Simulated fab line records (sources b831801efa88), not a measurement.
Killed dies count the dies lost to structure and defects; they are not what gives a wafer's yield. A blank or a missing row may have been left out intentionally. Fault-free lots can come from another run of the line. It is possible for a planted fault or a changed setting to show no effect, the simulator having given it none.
Matching of chambers + flow sky130 + cmp-02 running SKY_VIA2_CMP_24: 4 sister chambers
The step polishes, stops on SiO2, t overpolish 20 s, target thk 0 nm. 4 wafers are shown with their chamber, then 10 later ones without.

WAFERS WITH THEIR CHAMBER
| wafer  | chamber | motor current A (A) |
|--------|---------|---------------------|
| L080.1 | 0       | 14.0                |
| L080.4 | 3       | 10.5                |
| L092.3 | 1       | 11.4                |
| L092.4 | 2       | 9.4                 |

WAFERS MISSING THEIR CHAMBER
| wafer  | motor current A (A) |
|--------|---------------------|
| L092.5 | 13.8                |
| L095.1 | 11.1                |
| L095.3 | 11.8                |
| L095.4 | 13.1                |
| L096.1 | 9.9                 |
| L096.2 | 10.9                |
| L096.5 | 13.7                |
| L097.2 | 14.0                |
| L097.4 | 9.8                 |
| L097.6 | 13.8                |

THE CHAMBER EACH PASSED THROUGH
| wafer  | from the rows above     | in truth |
|--------|-------------------------|----------|
| L092.5 | 0                       | 0        |
| L095.1 | can't be placed: 1 or 3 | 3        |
| L095.3 | 1                       | 1        |
| L095.4 | can't be placed: 0 or 1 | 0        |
| L096.1 | can't be placed: 2 or 3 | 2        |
| L096.2 | can't be placed: 3 or 1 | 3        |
| L096.5 | 0                       | 0        |
| L097.2 | 0                       | 0        |
| L097.4 | can't be placed: 2 or 3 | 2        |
| L097.6 | 0                       | 0        |
5 of 10 placed correctly. From these rows, 5 cannot be placed; in 5 the true chamber is one of the candidates. Wrongly placed: 0.
How it was worked out, from the rows above alone: a wafer's distance from a chamber is the root of the sum, over the readings, of the square of ((its reading less the chamber's mean) divided by the reading's scatter). The wafer belongs to the nearest chamber; if the next one is less than 2 further off, it can't be placed. A chamber's mean is the mean of its shown wafers. The scatter: with one shown wafer a chamber, the root of the mean of the squares of how far each hidden wafer lies from its nearest shown one.
